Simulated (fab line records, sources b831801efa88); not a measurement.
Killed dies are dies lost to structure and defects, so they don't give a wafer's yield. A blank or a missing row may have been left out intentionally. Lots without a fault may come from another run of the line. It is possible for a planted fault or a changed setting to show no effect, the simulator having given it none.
fab line records ; flow sky130 ; part 1 of 2: steps 1 to 25 of 37
record: lots: 5; wafers: 15; lastDay: 49
route steps=708 shown LDD_LDN@296 SPACER@304 POLY_CUT@307 SD_P@320 RES_XHIGH@332
lots with no fault: from the same line, run without faults
startH: the number of hours between the record's first day and the start of the first shown wafer of the lot ; waitH: hours elapsed since this lot's preceding step ; " repeats the value in the row above ; L1.1+2: a row that stands for several wafers ; - no value present, or no start provided ; * or withheld: withheld ; < > ~ a bound
route shown NAME@n: a module of which the file shows steps, and the number in the route of the first ; usual: mean/standard deviation taken from wafers without a fault ; same: alike in all rows ; chamber/n: place in a boat ; sites: per-site readings ; _std_site: how widely they spread, as a standard deviation ; _edge_site: the outer-site mean with the inner-site mean subtracted ; radiusMm: for every site, how far away it sits from the centre of the wafer ; mask NAME#n: copy n ; behind: tool/chamber where the wafer was last shaped ; hold: what put the lot on hold/how long, in hours/how the hold closed ; device: the transistor (n, p or np) that didn't switch ; end of line: the tests these same wafers got at the end of their route ; a step with no rows: only its recipe ; killed: count of dies lost to structure and defects at first sort (not the wafer's yield) ; map: shows each die of a wafer: x if killed, . if not, _ if none is there
set.NAME: the setting the step ran with; set.NAME@STEP: the setting that earlier step ran with ; model.NAME: the simulator's own value behind a step, which no gauge read
certain route steps with their lots: each step a table, each wafer a row
services: the hour from which a tool's chamber was out of use, counted from the record's first day as startH (under 0 if before that day), plus the number of hours and why
== steps ==
step: SKY_LDD_LDN_OVL_MEAS_07
usual: LDD_LDN_OVL: 1.1/1.5
lot.wafer;tool;chamber;startH;waitH;LDD_LDN_OVL[nm]
L078.2;overlay-02;-;563.66;0.1;2.6
L078.3;overlay-02;-;563.66;0.1;0.9
L078.5;overlay-02;-;563.66;0.1;2.5
L080.1;overlay-01;-;580.45;0.1;-0.2
L080.4;overlay-01;-;580.45;0.1;-1.0
L080.5;overlay-01;-;580.45;0.1;-0.9
L085.1;overlay-01;-;617.66;0.1;1.0
L085.2;overlay-01;-;617.66;0.1;-3.2
L085.5;overlay-01;-;617.66;0.1;0.5
L088.2;overlay-02;-;650.36;0.1;-3.0
L088.3;overlay-02;-;650.36;0.1;-0.5
L088.4;overlay-02;-;650.36;0.1;1.1
L093.1;overlay-02;-;693.75;0.1;1.9
L093.2;overlay-02;-;693.75;0.1;0.7
L093.5;overlay-02;-;693.75;0.1;3.1
step: SKY_LDD_LDN_IMPLANT_08
recipe: species: As; energyKev: 15; doseCm2: 1.25e+13; tiltDeg: withheld; rotationDeg: 23
usual: beamEnergyKeV: 14.999/0.0048
lot.wafer;tool;chamber;startH;waitH;beamEnergyKeV
L078.2;implanter-03;0;563.72;0.0;15.000
L078.3;implanter-03;0;563.72;0.0;14.992
L078.5;implanter-03;0;563.72;0.0;14.994
L080.1;implanter-02;0;580.49;0.0;15.004
L080.4;implanter-02;0;580.49;0.0;15.002
L080.5;implanter-02;0;580.49;0.0;14.995
L085.1;implanter-02;0;617.69;0.0;15.002
L085.2;implanter-02;0;617.69;0.0;14.998
L085.5;implanter-02;0;617.69;0.0;14.996
L088.2;implanter-02;0;650.42;0.0;14.999
L088.3;implanter-02;0;650.42;0.0;15.000
L088.4;implanter-02;0;650.42;0.0;15.000
L093.1;implanter-03;0;693.79;0.0;14.999
L093.2;implanter-03;0;693.79;0.0;15.001
L093.5;implanter-03;0;693.79;0.0;15.000
step: SKY_LDD_LDN_IMPLANT_09
recipe: species: As; energyKev: 15; doseCm2: 1.25e+13; tiltDeg: withheld; rotationDeg: 113
usual: beamEnergyKeV: 15.000/0.0051
lot.wafer;tool;chamber;startH;waitH;beamEnergyKeV
L078.2;implanter-03;0;563.87;0.1;15.000
L078.3;implanter-03;0;563.87;0.1;15.011
L078.5;implanter-03;0;563.87;0.1;15.003
L080.1;implanter-02;0;580.64;0.1;14.995
L080.4;implanter-02;0;580.64;0.1;14.999
L080.5;implanter-02;0;580.64;0.1;14.995
L085.1;implanter-02;0;617.84;0.1;14.999
L085.2;implanter-02;0;617.84;0.1;14.991
L085.5;implanter-02;0;617.84;0.1;14.992
L088.2;implanter-02;0;650.57;0.1;15.005
L088.3;implanter-02;0;650.57;0.1;15.001
L088.4;implanter-02;0;650.57;0.1;14.999
L093.1;implanter-03;0;693.94;0.1;14.994
L093.2;implanter-03;0;693.94;0.1;14.993
L093.5;implanter-03;0;693.94;0.1;14.996
step: SKY_LDD_LDN_IMPLANT_10
recipe: species: As; energyKev: 15; doseCm2: 1.25e+13; tiltDeg: withheld; rotationDeg: 203
usual: beamEnergyKeV: 15.000/0.0047
lot.wafer;tool;chamber;startH;waitH;beamEnergyKeV
L078.2;implanter-03;0;564.02;0.1;15.005
L078.3;implanter-03;0;564.02;0.1;14.999
L078.5;implanter-03;0;564.02;0.1;15.002
L080.1;implanter-02;0;580.79;0.1;15.006
L080.4;implanter-02;0;580.79;0.1;15.004
L080.5;implanter-02;0;580.79;0.1;14.999
L085.1;implanter-02;0;617.99;0.1;15.000
L085.2;implanter-02;0;617.99;0.1;15.004
L085.5;implanter-02;0;617.99;0.1;14.994
L088.2;implanter-02;0;650.72;0.1;15.003
L088.3;implanter-02;0;650.72;0.1;14.999
L088.4;implanter-02;0;650.72;0.1;15.001
L093.1;implanter-03;0;694.09;0.1;15.008
L093.2;implanter-03;0;694.09;0.1;15.001
L093.5;implanter-03;0;694.09;0.1;15.008
step: SKY_LDD_LDN_IMPLANT_11
recipe: species: As; energyKev: 15; doseCm2: 1.25e+13; tiltDeg: withheld; rotationDeg: 293
usual: beamEnergyKeV: 15.001/0.0047
lot.wafer;tool;chamber;startH;waitH;beamEnergyKeV
L078.2;implanter-03;0;564.17;0.1;15.001
L078.3;implanter-03;0;564.17;0.1;14.996
L078.5;implanter-03;0;564.17;0.1;15.002
L080.1;implanter-02;0;580.94;0.1;15.001
L080.4;implanter-02;0;580.94;0.1;15.005
L080.5;implanter-02;0;580.94;0.1;15.012
L085.1;implanter-02;0;618.14;0.1;14.996
L085.2;implanter-02;0;618.14;0.1;14.993
L085.5;implanter-02;0;618.14;0.1;15.005
L088.2;implanter-02;0;650.87;0.1;14.997
L088.3;implanter-02;0;650.87;0.1;14.992
L088.4;implanter-02;0;650.87;0.1;14.993
L093.1;implanter-03;0;694.24;0.1;15.002
L093.2;implanter-03;0;694.24;0.1;15.004
L093.5;implanter-03;0;694.24;0.1;15.003
step: SKY_LDD_LDN_STRIP_12
recipe: chemistry: O2/N2; powerW: 1400; pressureMtorr: 1500; platenTempC: withheld; o2FlowSccm: 3000; n2FlowSccm: 300; overashFraction: 0.5
usual: drypumpMotorCurrentA: 5.8/0.48; o2FlowSccm: 3000/8.9; oesProductAu: 0.715/0.0049; stripTimeToEndpointS: 14.18/0.041
lot.wafer;tool;chamber;startH;waitH;drypumpMotorCurrentA;o2FlowSccm;oesProductAu;rfHoursCounterH;stripTimeToEndpointS
L078.2;plasmaAsher-03;0;564.29;0.1;5.6;3016;0.720;15;14.15
L078.3;plasmaAsher-03;1;564.29;0.1;5.3;2997;0.723;-;14.15
L078.5;plasmaAsher-03;1;564.29;0.1;5.3;2996;0.715;-;14.16
L080.1;plasmaAsher-01;0;581.09;0.1;6.8;3008;0.717;46;14.26
L080.4;plasmaAsher-01;0;581.09;0.1;6.8;2992;0.711;-;14.23
L080.5;plasmaAsher-01;1;581.09;0.1;5.8;2976;0.718;-;14.22
L085.1;plasmaAsher-03;1;618.29;0.1;5.3;2986;0.711;24;14.14
L085.2;plasmaAsher-03;0;618.29;0.1;5.6;2993;0.719;24;14.21
L085.5;plasmaAsher-03;1;618.29;0.1;5.3;2981;0.723;-;14.20
L088.2;plasmaAsher-01;0;650.99;0.1;6.7;3014;0.716;54;14.13
L088.3;plasmaAsher-01;0;650.99;0.1;6.8;3015;0.721;-;14.17
L088.4;plasmaAsher-01;1;650.99;0.1;5.8;2995;0.715;-;14.18
L093.1;plasmaAsher-03;1;694.39;0.1;5.2;3008;0.711;32;14.06
L093.2;plasmaAsher-03;0;694.39;0.1;5.6;3014;0.722;32;14.08
L093.5;plasmaAsher-03;1;694.39;0.1;5.3;2997;0.717;-;14.11
step: SKY_LDD_LDN_TW_MEAS_13
usual: LDD_LDN_TW: 1472/9.4
lot.wafer;tool;chamber;startH;waitH;LDD_LDN_TW
L078.2;filmMetro-02;-;564.40;0.1;1490
L078.3;filmMetro-02;-;564.40;0.1;1477
L078.5;filmMetro-02;-;564.40;0.1;1479
L080.1;filmMetro-01;-;581.19;0.1;1475
L080.4;filmMetro-01;-;581.19;0.1;1463
L080.5;filmMetro-01;-;581.19;0.1;1472
L085.1;filmMetro-03;-;618.39;0.1;1465
L085.2;filmMetro-03;-;618.39;0.1;1477
L085.5;filmMetro-03;-;618.39;0.1;1479
L088.2;filmMetro-03;-;651.10;0.1;1474
L088.3;filmMetro-03;-;651.10;0.1;1483
L088.4;filmMetro-03;-;651.10;0.1;1485
L093.1;filmMetro-02;-;694.49;0.1;1475
L093.2;filmMetro-02;-;694.49;0.1;1476
L093.5;filmMetro-02;-;694.49;0.1;1484
step: SKY_LDD_LDN_CLEAN_14
recipe: chemistry: SC1/SC2; mix: 1:4:20; tempC: 70; timeS: 150; dry: n2Spin
lot.wafer;tool;chamber;startH;waitH
L078.2+3+5;wetBench-02;0;564.45;0.0
L080.1+4+5;wetBench-01;0;581.25;0.1
L085.1+2+5;wetBench-01;2;618.45;0.1
L088.2+3+4;wetBench-04;1;651.15;0.0
L093.1+2+5;wetBench-01;1;694.58;0.1
step: SKY_SPACER_CVD_00
recipe: material: Si3N4; precursor: DCS/NH3; targetThkNm: 43.1; tempC: 770; timeS: 740; pressureMtorr: 250
usual: spikeTcCentreC: 770.6/1.3; spikeTcLowerC: 768.8/1.1; zonePowerTopPct: 25.52/0.25
lot.wafer;tool;chamber;startH;waitH;spikeTcCentreC;spikeTcLowerC;zonePowerTopPct
L078.2;lpcvd-02;1;564.51;0.0;772.3;767.2;25.44
L078.3;lpcvd-02;1;564.51;0.0;770.5;769.2;25.37
L078.5;lpcvd-02;1;564.51;0.0;772.2;768.8;25.60
L080.1;lpcvd-02;1;581.30;0.0;769.7;767.6;25.00
L080.4;lpcvd-02;1;581.30;0.0;770.2;767.3;25.88
L080.5;lpcvd-02;1;581.30;0.0;773.8;767.4;25.75
L085.1;lpcvd-02;1;621.92;3.4;770.3;769.1;25.56
L085.2;lpcvd-02;1;621.92;3.4;771.6;766.6;25.16
L085.5;lpcvd-02;1;621.92;3.4;771.0;767.8;25.47
L088.2;lpcvd-02;0;651.20;0.0;770.2;768.6;25.81
L088.3;lpcvd-02;0;651.20;0.0;769.2;770.7;25.61
L088.4;lpcvd-02;0;651.20;0.0;769.5;770.1;25.05
L093.1;lpcvd-02;1;694.63;0.0;770.6;769.4;24.99
L093.2;lpcvd-02;1;694.63;0.0;772.3;768.9;25.45
L093.5;lpcvd-02;1;694.63;0.0;770.2;766.6;25.48
step: SKY_SPACER_THK_MEAS_01
recipe: reads: Si3N4_of_SPACER_CVD_00
usual: SPACER_CVD_00_THK: 42.8/0.46
lot.wafer;tool;chamber;startH;waitH;SPACER_CVD_00_THK[nm]
L078.2;filmMetro-03;-;565.73;0.0;43.1
L078.3;filmMetro-03;-;565.73;0.0;43.2
L078.5;filmMetro-03;-;565.73;0.0;43.3
L080.1;filmMetro-01;-;583.11;0.0;42.6
L080.4;filmMetro-01;-;583.11;0.0;42.8
L080.5;filmMetro-01;-;583.11;0.0;42.2
L085.1;filmMetro-04;-;623.73;0.0;43.3
L085.2;filmMetro-04;-;623.73;0.0;43.2
L085.5;filmMetro-04;-;623.73;0.0;43.2
L088.2;filmMetro-03;-;653.02;0.0;42.7
L088.3;filmMetro-03;-;653.02;0.0;42.7
L088.4;filmMetro-03;-;653.02;0.0;42.8
L093.1;filmMetro-01;-;695.83;0.0;43.2
L093.2;filmMetro-01;-;695.83;0.0;43.3
L093.5;filmMetro-01;-;695.83;0.0;43.4
step: SKY_SPACER_ETCHBACK_02
recipe: chemistry: CH3F/O2; target: Si3N4; stopOn: SiO2; sourceW: 400; biasW: 80; pressureMtorr: 25; ch3fFlowSccm: 40; O2_flow_sccm: 30; timeS: 46.7; targetDepthA: 450
usual: biasW: 80.03/0.25; drypumpMotorCurrentA: 5.78/0.25; oesProductAu: 0.852/0.006; throttleValvePct: 10.561/0.0095
lot.wafer;tool;chamber;startH;waitH;biasW;drypumpMotorCurrentA;oesProductAu;rfHoursCounterH;throttleValvePct
L078.2;rieDiel-03;3;565.78;0.0;79.73;5.64;0.850;4;10.566
L078.3;rieDiel-03;2;565.78;0.0;79.83;6.10;0.856;54;10.564
L078.5;rieDiel-03;1;565.78;0.0;79.89;5.68;0.856;-;10.572
L080.1;rieDiel-03;1;583.17;0.1;80.23;5.67;0.846;33;10.555
L080.4;rieDiel-03;2;583.17;0.1;79.89;6.05;0.858;55;10.574
L080.5;rieDiel-03;1;583.17;0.1;79.86;5.68;0.844;-;10.544
L085.1;rieDiel-03;1;623.79;0.1;80.33;5.69;0.854;34;10.558
L085.2;rieDiel-03;0;623.79;0.1;80.13;5.73;0.851;36;10.561
L085.5;rieDiel-03;1;623.79;0.1;80.33;5.69;0.854;-;10.579
L088.2;rieDiel-03;0;653.07;0.0;80.06;5.72;0.858;37;10.559
L088.3;rieDiel-03;2;653.07;0.0;79.89;6.04;0.842;56;10.568
L088.4;rieDiel-03;3;653.07;0.0;79.99;5.66;0.852;5;10.556
L093.1;rieDiel-04;1;695.89;0.1;79.96;5.38;0.862;5;10.548
L093.2;rieDiel-04;3;695.89;0.1;79.77;5.60;0.860;9;10.559
L093.5;rieDiel-04;2;695.89;0.1;79.77;6.10;0.861;-;10.546
step: SKY_POLY_CUT_DEHYDRATE_00
recipe: tempC: 200; timeS: 60
usual: plateTempC: 200.03/0.16
lot.wafer;tool;chamber;startH;waitH;plateTempC
L078.2;lithoTrack-03;0;580.76;15.0;199.67
L078.3;lithoTrack-03;0;580.76;15.0;199.89
L078.5;lithoTrack-03;0;580.76;15.0;199.83
L080.1;lithoTrack-01;0;597.26;14.1;200.05
L080.4;lithoTrack-01;0;597.26;14.1;200.17
L080.5;lithoTrack-01;0;597.26;14.1;200.12
L085.1;lithoTrack-04;0;638.05;14.2;200.00
L085.2;lithoTrack-04;0;638.05;14.2;199.97
L085.5;lithoTrack-04;0;638.05;14.2;200.07
L088.2;lithoTrack-04;0;667.43;14.3;200.15
L088.3;lithoTrack-04;0;667.43;14.3;200.13
L088.4;lithoTrack-04;0;667.43;14.3;200.10
L093.1;lithoTrack-04;0;708.55;12.6;199.97
L093.2;lithoTrack-04;0;708.55;12.6;199.98
L093.5;lithoTrack-04;0;708.55;12.6;199.87
step: SKY_POLY_CUT_HMDS_01
recipe: primeTimeS: 60; primeTempC: 120
lot.wafer;tool;chamber;startH;waitH
L078.2+3+5;lithoTrack-03;0;580.91;0.1
L080.1+4+5;lithoTrack-01;0;597.41;0.1
L085.1+2+5;lithoTrack-04;0;638.20;0.1
L088.2+3+4;lithoTrack-04;0;667.58;0.1
L093.1+2+5;lithoTrack-04;0;708.70;0.1
step: SKY_POLY_CUT_COAT_02
recipe: resist: BARC; tempC: withheld; timeS: withheld; spinRpm: 3000; resistThkNm: 60
lot.wafer;tool;chamber;startH;waitH
L078.2+3+5;lithoTrack-03;0;581.06;0.1
L080.1+4+5;lithoTrack-01;0;597.56;0.1
L085.1+2+5;lithoTrack-04;0;638.35;0.1
L088.2+3+4;lithoTrack-04;0;667.73;0.1
L093.1+2+5;lithoTrack-04;0;708.85;0.1
step: SKY_POLY_CUT_COAT_03
recipe: resist: KrF-thick; spinRpm: 3000; resistThkNm: 450
lot.wafer;tool;chamber;startH;waitH
L078.2+3+5;lithoTrack-03;0;-;-
L080.1+4+5;lithoTrack-01;0;-;-
L085.1+2+5;lithoTrack-04;0;-;-
L088.2+3+4;lithoTrack-04;0;-;-
L093.1+2+5;lithoTrack-04;0;-;-
step: SKY_POLY_CUT_SOFTBAKE_04
recipe: tempC: 100; timeS: 90; resist: KrF-thick
usual: plateTempC: 100.02/0.14
lot.wafer;tool;chamber;startH;waitH;plateTempC
L078.2;lithoTrack-03;0;-;-;99.85
L078.3;lithoTrack-03;0;-;-;99.95
L078.5;lithoTrack-03;0;-;-;99.65
L080.1;lithoTrack-01;0;-;-;100.23
L080.4;lithoTrack-01;0;-;-;100.01
L080.5;lithoTrack-01;0;-;-;100.08
L085.1;lithoTrack-04;0;-;-;99.84
L085.2;lithoTrack-04;0;-;-;100.02
L085.5;lithoTrack-04;0;-;-;99.98
L088.2;lithoTrack-04;0;-;-;100.28
L088.3;lithoTrack-04;0;-;-;100.10
L088.4;lithoTrack-04;0;-;-;100.10
L093.1;lithoTrack-04;0;-;-;100.08
L093.2;lithoTrack-04;0;-;-;100.06
L093.5;lithoTrack-04;0;-;-;100.08
step: SKY_POLY_CUT_EXPOSE_05
recipe: maskId: NPCM; na: 0.8; sourceShape: annular; sigmaInner: 0.55; sigmaOuter: 0.85; targetCdNm: 270; doseMj: 32
lot.wafer;tool;chamber;startH;waitH;mask
L078.2+3+5;krfScanner-02;0;-;-;NPCM#0
L080.1+4+5;krfScanner-01;0;-;-;NPCM#0
L085.1+2+5;krfScanner-01;0;-;-;NPCM#0
L088.2+3+4;krfScanner-02;0;-;-;NPCM#0
L093.1+2+5;krfScanner-01;0;-;-;NPCM#0
step: SKY_POLY_CUT_PEB_06
recipe: pebTempC: withheld; pebTimeS: withheld; resist: KrF-thick
lot.wafer;tool;chamber;startH;waitH
L078.2+3+5;lithoTrack-03;0;-;-
L080.1+4+5;lithoTrack-03;0;-;-
L085.1+2+5;lithoTrack-01;0;-;-
L088.2+3+4;lithoTrack-01;0;-;-
L093.1+2+5;lithoTrack-01;0;-;-
step: SKY_POLY_CUT_DEVELOP_07
recipe: developTimeS: 60; resist: KrF-thick; devTempC: 21
lot.wafer;tool;chamber;startH;waitH
L078.2+3+5;lithoTrack-03;0;-;-
L080.1+4+5;lithoTrack-03;0;-;-
L085.1+2+5;lithoTrack-01;0;-;-
L088.2+3+4;lithoTrack-01;0;-;-
L093.1+2+5;lithoTrack-01;0;-;-
step: SKY_POLY_CUT_CD_MEAS_08
recipe: targetCdNm: 270
usual: cdNm: 269.9/1.5
lot.wafer;tool;chamber;startH;waitH;cdNm
L078.2;cdSem-01;-;595.95;-;270.6
L078.3;cdSem-01;-;595.95;-;271.7
L078.5;cdSem-01;-;595.95;-;269.6
L080.1;cdSem-01;-;612.93;-;270.7
L080.4;cdSem-01;-;612.93;-;270.2
L080.5;cdSem-01;-;612.93;-;270.7
L085.1;cdSem-01;-;652.30;-;271.6
L085.2;cdSem-01;-;652.30;-;271.3
L085.5;cdSem-01;-;652.30;-;273.9
L088.2;cdSem-01;-;681.43;-;271.6
L088.3;cdSem-01;-;681.43;-;271.9
L088.4;cdSem-01;-;681.43;-;272.2
L093.1;cdSem-02;-;723.66;-;271.8
L093.2;cdSem-02;-;723.66;-;271.7
L093.5;cdSem-02;-;723.66;-;270.9
step: SKY_POLY_CUT_OVL_MEAS_09
usual: POLY_CUT_OVL: -1/4.7
lot.wafer;tool;chamber;startH;waitH;POLY_CUT_OVL[nm]
L078.2;overlay-01;-;596.06;0.1;-6
L078.3;overlay-01;-;596.06;0.1;-5
L078.5;overlay-01;-;596.06;0.1;0
L080.1;overlay-02;-;613.05;0.1;1
L080.4;overlay-02;-;613.05;0.1;5
L080.5;overlay-02;-;613.05;0.1;-2
L085.1;overlay-01;-;652.42;0.1;2
L085.2;overlay-01;-;652.42;0.1;4
L085.5;overlay-01;-;652.42;0.1;-2
L088.2;overlay-02;-;681.53;0.1;-1
L088.3;overlay-02;-;681.53;0.1;-5
L088.4;overlay-02;-;681.53;0.1;-1
L093.1;overlay-02;-;723.78;0.1;-1
L093.2;overlay-02;-;723.78;0.1;7
L093.5;overlay-02;-;723.78;0.1;3
step: SKY_POLY_CUT_ETCH_10
recipe: chemistry: N2/H2; target: BARC; ionEnergyEv: 200; sourceW: 500; biasW: 100; pressureMtorr: 30; n2FlowSccm: 100; h2FlowSccm: 200; stopOn: SiO2; timeS: 45.9; targetDepthA: 600
usual: biasW: 100.0/0.32; drypumpMotorCurrentA: 5.7/0.34; oesProductAu: 0.854/0.0045; throttleValvePct: 13.226/0.0089
lot.wafer;tool;chamber;startH;waitH;biasW;drypumpMotorCurrentA;oesProductAu;rfHoursCounterH;throttleValvePct
L078.2;rieDiel-04;1;596.09;0.0;99.6;5.4;0.848;3;13.240
L078.3;rieDiel-04;2;596.09;0.0;100.0;6.1;0.847;61;13.224
L078.5;rieDiel-04;3;596.09;0.0;99.9;5.6;0.853;-;13.222
L080.1;rieDiel-04;1;613.09;0.0;100.2;5.4;0.856;3;13.233
L080.4;rieDiel-04;0;613.09;0.0;100.1;6.2;0.854;5;13.234
L080.5;rieDiel-04;2;613.09;0.0;100.0;6.1;0.863;-;13.241
L085.1;rieDiel-02;0;652.45;0.0;99.9;5.7;0.858;17;13.235
L085.2;rieDiel-02;2;652.45;0.0;100.2;6.0;0.856;7;13.235
L085.5;rieDiel-02;2;652.45;0.0;99.9;6.0;0.856;-;13.218
L088.2;rieDiel-04;1;681.56;0.0;100.4;5.4;0.854;5;13.230
L088.3;rieDiel-04;0;681.56;0.0;100.0;6.2;0.854;6;13.230
L088.4;rieDiel-04;3;681.56;0.0;100.3;5.6;0.847;-;13.221
L093.1;rieDiel-04;0;723.81;0.0;99.8;6.2;0.857;7;13.219
L093.2;rieDiel-04;3;723.81;0.0;100.0;5.6;0.851;9;13.217
L093.5;rieDiel-04;2;723.81;0.0;99.8;6.1;0.854;-;13.220
step: SKY_POLY_CUT_ETCH_11
recipe: target: Si3N4; chemistry: CF4/CH2F2/Ar; stopOn: poly-Si; sourceW: 600; biasW: 150; pressureMtorr: 40; cf4FlowSccm: 40; ch2f2FlowSccm: 20; Ar_flow_sccm: 150; timeS: 42.5; targetDepthA: 600
usual: biasW: 150.0/0.44; drypumpMotorCurrentA: 5.7/0.34; oesProductAu: 0.827/0.0061; throttleValvePct: 14.995/0.0086
lot.wafer;tool;chamber;startH;waitH;biasW;drypumpMotorCurrentA;oesProductAu;rfHoursCounterH;throttleValvePct
L078.2;rieDiel-04;1;596.13;0.0;149.6;5.4;0.832;3;15.001
L078.3;rieDiel-04;2;596.13;0.0;150.4;6.1;0.820;61;15.009
L078.5;rieDiel-04;3;596.13;0.0;150.5;5.6;0.822;-;14.986
L080.1;rieDiel-04;1;613.13;0.0;149.3;5.4;0.836;4;14.988
L080.4;rieDiel-04;0;613.13;0.0;150.2;6.2;0.818;5;15.004
L080.5;rieDiel-04;2;613.13;0.0;150.1;6.2;0.841;-;14.990
L085.1;rieDiel-02;0;652.50;0.0;149.8;5.7;0.831;17;14.994
L085.2;rieDiel-02;2;652.50;0.0;149.0;6.0;0.826;7;14.998
L085.5;rieDiel-02;2;652.50;0.0;149.3;6.0;0.827;-;15.002
L088.2;rieDiel-04;1;681.61;0.0;150.0;5.4;0.832;5;15.004
L088.3;rieDiel-04;0;681.61;0.0;150.3;6.2;0.832;6;15.001
L088.4;rieDiel-04;3;681.61;0.0;150.2;5.6;0.827;-;14.999
L093.1;rieDiel-04;0;723.86;0.0;149.9;6.2;0.822;7;15.005
L093.2;rieDiel-04;3;723.86;0.0;149.6;5.6;0.809;9;14.984
L093.5;rieDiel-04;2;723.86;0.0;150.9;6.1;0.827;-;14.989
step: SKY_POLY_CUT_STRIP_12
recipe: chemistry: O2/N2; powerW: 1400; pressureMtorr: 1500; platenTempC: withheld; o2FlowSccm: 3000; n2FlowSccm: 300; overashFraction: 0.5
usual: drypumpMotorCurrentA: 5.6/0.58; o2FlowSccm: 2999/8.6; oesProductAu: 0.451/0.0051; stripTimeToEndpointS: 5.362/0.018
lot.wafer;tool;chamber;startH;waitH;drypumpMotorCurrentA;o2FlowSccm;oesProductAu;rfHoursCounterH;stripTimeToEndpointS
L078.2;plasmaAsher-01;1;596.17;0.0;5.8;2996;0.449;48;5.347
L078.3;plasmaAsher-01;0;596.17;0.0;6.7;2990;0.447;-;5.325
L078.5;plasmaAsher-01;1;596.17;0.0;5.8;2989;0.450;-;5.363
L080.1;plasmaAsher-01;0;613.17;0.0;6.7;3002;0.447;51;5.383
L080.4;plasmaAsher-01;1;613.17;0.0;5.8;2977;0.457;-;5.365
L080.5;plasmaAsher-01;1;613.17;0.0;5.8;2982;0.447;-;5.373
L085.1;plasmaAsher-01;1;652.54;0.0;5.8;3003;0.456;55;5.368
L085.2;plasmaAsher-01;0;652.54;0.0;6.8;2991;0.462;55;5.364
L085.5;plasmaAsher-01;0;652.54;0.0;6.8;2995;0.452;-;5.346
L088.2;plasmaAsher-02;1;681.65;0.0;5.1;2991;0.445;88;5.372
L088.3;plasmaAsher-02;1;681.65;0.0;5.1;3005;0.441;-;5.345
L088.4;plasmaAsher-02;0;681.65;0.0;5.3;2991;0.445;-;5.358
L093.1;plasmaAsher-02;1;723.90;0.0;5.1;2995;0.453;92;5.352
L093.2;plasmaAsher-02;0;723.90;0.0;5.3;2999;0.454;92;5.387
L093.5;plasmaAsher-02;0;723.90;0.0;5.3;2981;0.460;-;5.362
step: SKY_SD_P_DEHYDRATE_00
recipe: tempC: 200; timeS: 60
usual: plateTempC: 199.98/0.13
lot.wafer;tool;chamber;startH;waitH;plateTempC
L078.2;lithoTrack-03;0;611.01;14.8;199.89
L078.3;lithoTrack-03;0;611.01;14.8;199.92
L078.5;lithoTrack-03;0;611.01;14.8;199.81
L080.1;lithoTrack-03;0;626.43;13.2;199.84
L080.4;lithoTrack-03;0;626.43;13.2;199.94
L080.5;lithoTrack-03;0;626.43;13.2;199.94
L085.1;lithoTrack-01;0;666.51;13.9;199.86
L085.2;lithoTrack-01;0;666.51;13.9;200.02
L085.5;lithoTrack-01;0;666.51;13.9;199.94
L088.2;lithoTrack-03;0;695.56;13.9;199.97
L088.3;lithoTrack-03;0;695.56;13.9;200.05
L088.4;lithoTrack-03;0;695.56;13.9;200.09
L093.1;lithoTrack-01;0;735.86;11.9;200.00
L093.2;lithoTrack-01;0;735.86;11.9;200.00
L093.5;lithoTrack-01;0;735.86;11.9;200.14
